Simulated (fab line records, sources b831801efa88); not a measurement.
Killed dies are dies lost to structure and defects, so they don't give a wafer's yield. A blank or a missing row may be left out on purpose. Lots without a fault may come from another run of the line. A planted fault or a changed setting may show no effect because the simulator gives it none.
A struck lot beside a sound one | flow sfq_line | 14 steps out of a route of 325
Sound: wafers L862.3, L862.4, L862.6. Struck: wafer L869.4. (L869.1, L869.3 of the same lot were not struck and are left out.) The cause comes at the end.
At each step with rows: each side's tool, then ch and its chambers, then its first start. Under that, the readings that differ: sound wafers | struck wafers | difference of the means | sigmas: that difference in standard deviations of wafers without a fault.
alike: readings whose means differ by less than 2 such deviations, and words and numbers that are the same on both sides. not compared: withheld readings, readings that some wafer has no value for, bounds like >300 that may hide the same value, and numbers for which the record gives no deviation and whose values overlap.
The two part at a step that has a row with sigmas, a row that says differs or no value, or rows on one side only. Numbers that don't overlap but have no deviation are shown without sigmas and don't part them. A reading that every wafer of one side lacks parts them only if that side has two wafers or more.

first, 6 steps without rows for these wafers: SFQ_TRILAYER_M6_LITHO_COAT_164 (resist thk 62 nm); SFQ_TRILAYER_M6_LITHO_COAT_159 (resist thk 600 nm); SFQ_TRILAYER_M6_LITHO_SOFTBAKE_163; SFQ_TRILAYER_M6_LITHO_EXPOSE_160 (exposes mask M6, target cd 500 nm); SFQ_TRILAYER_M6_LITHO_PEB_162 (peb time 60 s); SFQ_TRILAYER_M6_LITHO_DEVELOP_161 (time 60 s).
SFQ_M6_OVL_MEAS_940:
  sound on overlay-02, day 68 18:41; struck on overlay-01, day 70 04:25
  alike: M6_OVL
SFQ_TRILAYER_M6_BARC_OPEN_METAL_ETCH_206: etches BARC in O2, target depth 125 nm, time 41.7 s.
  sound on rie_metal-03 ch 0,1, day 68 18:43; struck on rie_metal-03 ch 1, day 70 04:27
  reading    | sound             | struck | difference | sigmas
  bias_w (W) | 79.68 79.99 80.07 | 80.40  | +0.49      | +2
  alike: drypump_motor_current_A, oes_product_au, rf_fwd_power_W
  not compared: rf_hours_counter_h
SFQ_TRILAYER_M6_ETCH_METAL_ETCH_162: etches Nb in Cl2/Ar, stops on SiO2, target depth 240 nm, time 120 s.
  sound on rie_metal-03 ch 0,1, day 68 18:48; struck on rie_metal-03 ch 1, day 70 04:31
  alike: bias_w, drypump_motor_current_A, oes_product_au, rf_fwd_power_W
  not compared: rf_hours_counter_h
SFQ_TRILAYER_M6_STRIP_STRIP_163: strips in O2.
  sound on rie_metal-03 ch 0,1, day 68 19:05; struck on rie_metal-03 ch 1, day 70 04:38
  alike: drypump_motor_current_A, oes_product_au
  not compared: rf_hours_counter_h
then, 1 step without rows for these wafers: SFQ_TRILAYER_M6_STRIP_SOLV_CLEAN_164 (cleans in NMP, time 600 s).
SFQ_TRILAYER_I6_DEP_PECVD_165: deposits SiO2 from SiH4/N2O, time 111.11 s, target thk 500 nm.
  sound on pecvd-01 ch 0,1,2, day 68 19:40; struck on pecvd-02 ch 0, day 70 05:25
  reading                                             | sound             | struck | difference | sigmas
  heater_power_outer_w (W)                            | 23 23 19          | 46     | +24        | +3
  heater_power_w (W)                                  | 74 74 66          | 113    | +42        | +3
  rf_fwd_power_W (W)                                  | 182.7 182.4 182.2 | 108.3  | -74.1      | -99 or more
  showerhead_vpp_V (V)                                | 886 859 797       | 627    | -220       | -7
  model.SiO2_of_TRILAYER_I6_DEP_PECVD_165.thk_nm (nm) | 488.4 500.6 499.3 | 427.1  | -69.0      |
  alike: chamber_pressure_Torr, throttle_valve_pct
SFQ_TRILAYER_I6_CMP_CMP_166: polishes SiO2.
  sound on cmp-02 ch 0,1,2, day 70 15:20; struck on cmp-01 ch 1, day 71 21:14
  reading                | sound       | struck | difference | sigmas
  time_to_endpoint_s (s) | 222 220 223 | 156    | -66        | -8
  alike: motor_current_A, slurry_filter_dp_kPa
SFQ_I6_BOW_MEAS_941:
  sound on film_metro-03, day 70 17:53; struck on film_metro-03, day 72 00:14
  alike: I6_BOW

WHERE THEY PART
First at SFQ_TRILAYER_M6_BARC_OPEN_METAL_ETCH_206; last, within this record, at SFQ_TRILAYER_I6_CMP_CMP_166. Later steps at which nothing parts them and some readings are alike: SFQ_I6_BOW_MEAS_941.

WHY: what the simulator had put in
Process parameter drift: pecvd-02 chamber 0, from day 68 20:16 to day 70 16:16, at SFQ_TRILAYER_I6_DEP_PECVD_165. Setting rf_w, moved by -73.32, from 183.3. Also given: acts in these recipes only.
